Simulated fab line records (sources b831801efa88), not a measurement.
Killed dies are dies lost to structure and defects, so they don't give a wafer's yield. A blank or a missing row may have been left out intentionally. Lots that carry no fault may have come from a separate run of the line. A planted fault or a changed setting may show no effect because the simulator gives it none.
Which of the tools did it? -- flow sky130 -- 36 wafers from 12 lots sampled at 5 of the route's 708 steps

== WHAT EACH GAUGE READ, for each wafer ==
SKY_LDD_HVN_TW_MEAS_10. Usual: for LDD_HVN_TW the level is 1419 and the standard deviation is 10.
lot,measured,on,LDD_HVN_TW,flag
L814,day 19 23:26,film metro-01,1426 1419 1415,
L818,day 21 18:31,film metro-01,1429 1438 1429,
L819,day 22 15:23,film metro-02,1421 1412 1410,
L820,day 22 20:06,film metro-02,1425 1416 1418,
L821,day 23 02:08,film metro-03,1423 1409 1408,
L822,day 23 15:32,film metro-02,1430 1426 1423,
L823,day 23 12:48,film metro-01,1426 1427 1421,
L827,day 25 06:22,film metro-02,1430 1430 1429,
L828,day 25 12:30,film metro-01,1435 1430 1438,
L831,day 26 18:36,film metro-02,1412 1414 1412,
L834,day 27 10:07,film metro-02,1547 1535 1542,OFF
L835,day 27 16:13,film metro-02,1544 1542 1543,OFF

SKY_VIA2_OVL_MEAS_13. Usual: for VIA2_OVL the level is 0 nm and the standard deviation is 5.7.
lot,measured,on,VIA2_OVL (nm),flag
L814,day 36 01:00,overlay-01,-4 3 -2,
L818,day 37 13:36,overlay-02,2 3 9,
L819,day 38 03:58,overlay-01,-6 -3 -7,
L820,day 38 06:11,overlay-01,3 10 7,
L821,day 38 13:23,overlay-02,-6 12 6,
L822,day 39 10:36,overlay-02,-7 -6 10,
L823,day 39 06:56,overlay-02,1 -3 -7,
L827,day 40 07:18,overlay-01,-6 13 7,
L828,day 40 16:28,overlay-01,-1 -7 -5,
L831,day 41 15:27,overlay-02,-13 6 -8,
L834,day 42 05:24,overlay-01,-5 -1 -2,
L835,day 42 11:00,overlay-02,5 5 -1,

SKY_VIA2_THK_MEAS_23: measures by xrf. Usual: for VIA2_W_THK the level is 426 nm and the standard deviation is 9.9.
lot,measured,on,VIA2_W_THK (nm),flag
L814,day 36 02:08,film metro-03,425 446 443,
L818,day 37 14:39,film metro-04,421 426 424,
L819,day 38 05:02,film metro-04,423 428 426,
L820,day 38 07:14,film metro-03,422 422 424,
L821,day 38 14:25,film metro-04,430 425 429,
L822,day 39 11:38,film metro-04,418 432 417,
L823,day 39 08:00,film metro-04,414 423 421,
L827,day 40 08:23,film metro-04,426 416 416,
L828,day 40 17:34,film metro-01,420 431 426,
L831,day 41 16:31,film metro-04,429 415 418,
L834,day 42 06:29,film metro-03,434 437 418,
L835,day 42 12:14,film metro-04,423 423 429,

== TOOL THAT RAN EACH LOT (tool first, then ch and the chambers of the sampled wafers, then the start) ==
lot,SKY_VT_ADJUST_LVTN_STRIP_09,SKY_LDD_HVN_IMPLANT_08
L814,"plasma asher-01 ch 0,1, day 6 18:57","implanter-04 ch 0, day 19 23:13"
L818,"plasma asher-04 ch 0,1, day 7 21:23","implanter-03 ch 0, day 21 18:16"
L819,"plasma asher-03 ch 0,1, day 8 07:30","implanter-04 ch 0, day 22 15:08"
L820,"plasma asher-04 ch 0,1, day 8 12:33","implanter-04 ch 0, day 22 19:52"
L821,"plasma asher-01 ch 0,1, day 8 17:39","implanter-02 ch 0, day 23 01:53"
L822,"plasma asher-01 ch 0,1, day 9 00:53","implanter-04 ch 0, day 23 15:17"
L823,"plasma asher-03 ch 0,1, day 9 03:05","implanter-04 ch 0, day 23 12:34"
L827,"plasma asher-01 ch 0,1, day 10 11:18","implanter-04 ch 0, day 25 06:08"
L828,"plasma asher-03 ch 0,1, day 10 16:57","implanter-03 ch 0, day 25 12:15"
L831,"plasma asher-01 ch 0,1, day 11 14:58","implanter-02 ch 0, day 26 18:21"
L834,"plasma asher-03 ch 0,1, day 12 06:05","implanter-03 ch 0, day 27 09:52"
L835,"plasma asher-04 ch 0,1, day 12 12:44","implanter-03 ch 0, day 27 15:59"
- SKY_VT_ADJUST_LVTN_STRIP_09: strips in O2/N2.
- SKY_LDD_HVN_IMPLANT_08

== WHAT THE TOOLS THEMSELVES READ (means of the sampled wafers that have a number; where no wafer has one, the mark that the record gives instead) ==
SKY_VT_ADJUST_LVTN_STRIP_09. Usual: drypump motor current A 5.6 A, standard deviation 0.59; oes product au 0.722 a.u., standard deviation 0.0046; strip time to endpoint s 36.89 s, standard deviation 0.091.
lot,tool,drypump motor current A (A),oes product au (a.u.),strip time to endpoint s (s),flag
L814,plasma asher-01,5.3,0.723,36.87,
L818,plasma asher-04,6.5,0.722,36.90,
L819,plasma asher-03,5.4,0.720,36.96,
L820,plasma asher-04,6.3,0.729,36.79,
L821,plasma asher-01,5.3,0.723,36.90,
L822,plasma asher-01,5.1,0.719,36.98,
L823,plasma asher-03,5.4,0.723,36.91,
L827,plasma asher-01,5.3,0.722,36.89,
L828,plasma asher-03,5.2,0.722,36.95,
L831,plasma asher-01,5.3,0.723,36.78,
L834,plasma asher-03,5.2,0.718,36.94,
L835,plasma asher-04,6.3,0.718,36.78,

SKY_LDD_HVN_IMPLANT_08. Usual: beam energy keV 60.002, standard deviation 0.018; end station pressure torr 5.14e-06 Torr, standard deviation 2.6e-07; tilt deg 40.002 degrees, standard deviation 0.02.
lot,tool,beam energy keV,end station pressure torr (Torr),tilt deg (degrees),flag
L814,implanter-04,59.969,5.25e-06,39.983,
L818,implanter-03,60.030,5.10e-06,40.005,
L819,implanter-04,60.030,5.20e-06,39.996,
L820,implanter-04,59.995,5.38e-06,40.019,
L821,implanter-02,60.017,5.05e-06,40.008,
L822,implanter-04,60.002,5.37e-06,40.002,
L823,implanter-04,59.996,5.30e-06,39.996,
L827,implanter-04,60.022,5.13e-06,39.980,
L828,implanter-03,59.984,4.99e-06,39.997,
L831,implanter-02,59.999,5.05e-06,40.012,
L834,implanter-03,82.829,5.39e-06,39.993,OFF
L835,implanter-03,82.822,4.91e-06,40.010,OFF

== THE ANSWER, worked out from the rows above alone ==
Rule: take the mean of a lot's wafers that have a number; if it is more than 3 standard deviations from the usual mean, the lot is off. Also off: a lot with no number at a reading for which 4 or more lots have one. Any other lot the step has rows for is counted as sound. First the gauges in route order, then the tools' own readings, where a lot's mean is used as printed above. The first step at which some lot is off is used, and at that step the reading that is off furthest; a lot without a number counts as furthest.
Off: L834, L835, at SKY_LDD_HVN_TW_MEAS_10 (LDD_HVN_TW).
If a tool, at a process step before that reading, ran all the lots that are off and no sound lot after the first of them, it fits. The gauges at SKY_LDD_HVN_TW_MEAS_10 aren't tried: what is off there is off at SKY_LDD_HVN_IMPLANT_08 too, on other tools, and a gauge's error can't cause that. One fits: implanter-03 at SKY_LDD_HVN_IMPLANT_08. A fault onset in the window from L828 (day 25 12:15, its last sound lot) to L834 (day 27 09:52, its first lot off) fits.
On the lots that are off, the tool's own readings at SKY_LDD_HVN_IMPLANT_08 differ by more than 5 times the standard deviation of the sound lots' means, which bears it out; beam energy keV reads 82.826 there versus 60.004 on the sound lots.

== WHAT THE SIMULATOR PUT IN ==
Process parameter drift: implanter-03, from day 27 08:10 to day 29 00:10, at SKY_LDD_HVN_IMPLANT_08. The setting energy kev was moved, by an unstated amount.
Lots struck among those shown: L834, L835. This agrees with what the rule above found.
